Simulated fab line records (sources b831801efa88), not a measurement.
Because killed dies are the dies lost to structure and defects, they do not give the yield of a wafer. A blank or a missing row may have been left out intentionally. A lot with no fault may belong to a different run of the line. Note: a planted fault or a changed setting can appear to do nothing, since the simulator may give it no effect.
One fault through the eyes of 2 desks    flow sky130    only its own numbers are on each desk; what lay behind them is given at the end

## TOOL OWNER'S DESK, implanter-04
For each lot that ran on this tool, the mean over its sampled wafers that have a number, from the tool's own readings at SKY_VT_ADJUST_NCORE_IMPLANT_09. The brackets show how far a lot's mean lies from the usual mean; more than 4 standard deviations puts the lot out of limits, marked OUT.
Columns: A = beam_energy_keV at SKY_VT_ADJUST_NCORE_IMPLANT_09, usual 10.000
lot   first seen here  A
L781  day 8 15:45      9.997
L782  day 9 06:12      10.000
L783  day 9 08:43      13.191 (+99 or more) OUT
L788  day 10 14:51     13.188 (+99 or more) OUT
L799  day 13 21:12     10.000
L800  day 14 15:24     10.003
L802  day 15 21:38     9.998
This desk finds L783, L788 out of limits, L783 being first, at day 9 08:43 (beam_energy_keV at SKY_VT_ADJUST_NCORE_IMPLANT_09). Within limits: L781, L782, L799, L800, L802.

## AT THE METROLOGY DESK
What the gauges read, lot by lot, whatever tool the lot ran on: means of the sampled wafers that have a number. The brackets show how far a lot's mean lies from the usual mean; more than 4 standard deviations puts the lot out of limits, marked OUT.
Columns: A = NWELL_RS at SKY_NWELL_RS_MEAS_29, usual 624.4 ohm/sq; B = VT_ADJUST_NCORE_TW at SKY_VT_ADJUST_NCORE_TW_MEAS_11, usual 220.9; C = cd_nm at SKY_LOCAL_INTERCONNECT_CD_MEAS_11, usual 169.7 nm
lot   first seen here  A      B                 C
L781  day 5 10:40      623.4  220.3             168.2
L782  day 6 02:14      624.6  222.1             169.1
L783  day 6 03:00      625.5  236.1 (+12) OUT   168.4
L784  day 6 13:45      621.8  219.1             168.7
L788  day 7 03:43      624.9  233.8 (+9.9) OUT  169.3
L793  day 8 15:49      625.2  221.1             172.2
L796  day 9 07:33      626.3  220.2             169.4
L799  day 9 21:42      624.9  219.8             169.7
L800  day 10 12:55     625.4  220.8             169.4
L801  day 11 01:13     623.7  223.3             172.3
L803  day 11 12:58     622.5  219.8             171.8
L802  day 11 13:26     623.7  218.7             166.6
This desk reports L783, L788 out of limits; the earliest was L783 at day 9 08:58 (VT_ADJUST_NCORE_TW at SKY_VT_ADJUST_NCORE_TW_MEAS_11). Within limits: L781, L782, L784, L793, L796, L799, L800, L801, L803, L802.

## PUT TOGETHER
The tool owner's desk had the chance to raise an alarm at day 9 08:43 on L783, L788.
An alarm was possible from the metrology desk at day 9 08:58, on L783, L788.
SKY_VT_ADJUST_NCORE_IMPLANT_09 was run on implanter-04 by each of the lots named.

## WHAT WAS PUT IN BY THE SIMULATOR
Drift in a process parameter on implanter-04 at SKY_VT_ADJUST_NCORE_IMPLANT_09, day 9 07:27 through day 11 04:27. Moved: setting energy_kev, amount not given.
Struck lots among those shown: L783, L788.
Fault start to first reading out of limits, in hours, per desk: tool owner, 1; metrology, 2.
